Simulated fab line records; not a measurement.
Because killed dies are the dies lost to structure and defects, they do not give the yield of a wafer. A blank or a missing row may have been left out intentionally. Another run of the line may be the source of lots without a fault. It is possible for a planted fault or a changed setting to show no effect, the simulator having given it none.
A struck lot beside a sound one | flow sky130 | 22 steps out of a route of 708
Sound: the wafers L126.3, L126.5, L126.6. Wafers struck: L142.1, L142.2, L142.4. Last of all comes the cause.
Order at every step that has rows: each side's tool, ch and its chambers, its first start. Under that, the readings that differ: sound wafers | struck wafers | difference of the means | sigmas: that difference in standard deviations of wafers without a fault.
alike: words and numbers the same on both sides, and readings whose means are apart by under 2 such deviations; not compared: readings that were withheld, readings missing a value for some wafer, numbers with overlapping values and no deviation given by the record, and bounds like >300 which may hide the same value.
Wherever a step has rows on one side only, a row that says differs or no value, or a row with sigmas, the two part there. Numbers that don't overlap but have no deviation are shown without sigmas and don't part them. A reading missing from all wafers of one side parts the sides only when that side holds two or more wafers.

SKY_POLY_GATE_THK_MEAS_21:
  struck on film_metro-01, day 22 22:13; sound on film_metro-02, day 17 21:07
  reading                      | sound          | struck         | difference | sigmas
  POLY_GATE_OXIDATION_THK (nm) | 4.13 4.07 4.13 | 3.93 3.85 3.93 | -0.21      | -2
SKY_POLY_GATE_CD_MEAS_22:
  struck on cd_sem-01, day 22 22:16; sound on cd_sem-01, day 17 21:13
  alike: cd_nm
then, 7 steps without rows for these wafers: SKY_LDD_N_DEHYDRATE_00 (time 60 s); SKY_LDD_N_HMDS_01 (prime time 60 s); SKY_LDD_N_COAT_02 (resist thk 300 nm); SKY_LDD_N_SOFTBAKE_03 (time 60 s); SKY_LDD_N_EXPOSE_04 (exposes mask NTM, target cd 840 nm); SKY_LDD_N_PEB_05; SKY_LDD_N_DEVELOP_06 (develop time 60 s).
SKY_LDD_N_OVL_MEAS_07:
  struck on overlay-02, day 24 04:05; sound on overlay-02, day 19 03:11
  alike: LDD_N_OVL
then, 2 steps without rows for these wafers: SKY_LDD_N_IMPLANT_08; SKY_LDD_N_IMPLANT_09.
SKY_LDD_N_IMPLANT_10:
  sound on implanter-03 ch 0, day 19 03:34; struck on implanter-01 ch 0, day 24 04:25
  reading            | sound                         | struck                          | difference  | sigmas
  beam_on_s (s)      | 10.03 9.92 10.36              | 34.28 34.56 32.84               | +23.79      | +99 or more
  dose_ions_cm2      | 7.497e+13 7.507e+13 7.505e+13 | 3.3759e+14 3.376e+14 3.3752e+14 | +2.6254e+14 | +99 or more
  faraday_current_uA | 421 426 407                   | 558 554 578                     | +145        | +18
  alike: end_station_pressure_torr
then, 5 steps without rows for these wafers: SKY_LDD_N_IMPLANT_11; SKY_LDD_N_IMPLANT_12; SKY_LDD_N_IMPLANT_13; SKY_LDD_N_IMPLANT_14; SKY_LDD_N_IMPLANT_15.
SKY_LDD_N_STRIP_16: strips in O2/N2.
  sound on plasma_asher-03 ch 0,1, day 19 04:27; struck on plasma_asher-01 ch 0,1, day 24 05:19
  reading                      | sound             | struck            | difference | sigmas
  strip_time_to_endpoint_s (s) | 4.322 4.315 4.309 | 4.992 4.991 4.999 | +0.679     | +45
  alike: drypump_motor_current_A, oes_product_au
  not compared: rf_hours_counter_h
SKY_LDD_N_TW_MEAS_17:
  struck on film_metro-04, day 24 05:25; sound on film_metro-04, day 19 04:32
  reading  | sound          | struck         | difference | sigmas
  LDD_N_TW | 2581 2588 2602 | 2860 2864 2866 | +273       | +17
then, 1 step without rows for these wafers: SKY_LDD_P_DEHYDRATE_00 (time 60 s).
-- the record jumps here: 26 days lie between the struck wafers' starts before and after (it left off in module LDD_P and takes up again in module PAD_OPEN, whose first step shown is number 708 of the route) --
SKY_PAD_OPEN_PROBE_99:
  struck on prober-02, day 50 00:49; sound on prober-02, day 46 18:01
  reading                                      | sound                | struck               | difference | sigmas
  model.etest.tip_n.rs_ohm_sq                  | 442.3 444.4 444.9    | 315.7 315.6 316.2    | -128.0     |
  model.etest.nfet_01v8.r_on_ohm_um            | 833.2 834.2 862.4    | 785.8 786 790.6      | -55.8      |
  model.etest.nfet_01v8_swapped.drive_ua_um    | 500.2 494.3 484.2    | 536.4 546.5 533      | +45.7      |
  model.etest.nfet_01v8_turned.drive_ua_um     | 498.9 493.4 486.6    | 535.8 543.1 536.5    | +45.5      |
  model.etest.nfet_01v8_lvt.drive_ua_um        | 572.7 563.6 560.9    | 608.3 610.2 602.5    | +41.3      |
  model.etest.nfet_01v8.drive_ua_um            | 501.8 497.4 483.5    | 528.8 535.1 525.5    | +35.6      |
  model.etest.sram_nfet_pass.drive_ua_um       | 492 467.2 462.4      | 520.2 526.7 513      | +46.1      |
  model.etest.nfet_01v8_swapped.off_log10_a_um | -13.45 -13.37 -13.37 | -13.18 -13.25 -13.17 | +0.20      |
  alike: killed_at_M0_to_M3, killed_at_M4_up, killed_at_contacts, killed_at_front_end, killed_at_other, killed_dies, killed_open, killed_short

WHERE THEY PART
First at SKY_POLY_GATE_THK_MEAS_21; last, within this record, at SKY_LDD_N_TW_MEAS_17. Later steps at which nothing parts them and some readings are alike: SKY_PAD_OPEN_PROBE_99.

WHY: what had been put in by the simulator
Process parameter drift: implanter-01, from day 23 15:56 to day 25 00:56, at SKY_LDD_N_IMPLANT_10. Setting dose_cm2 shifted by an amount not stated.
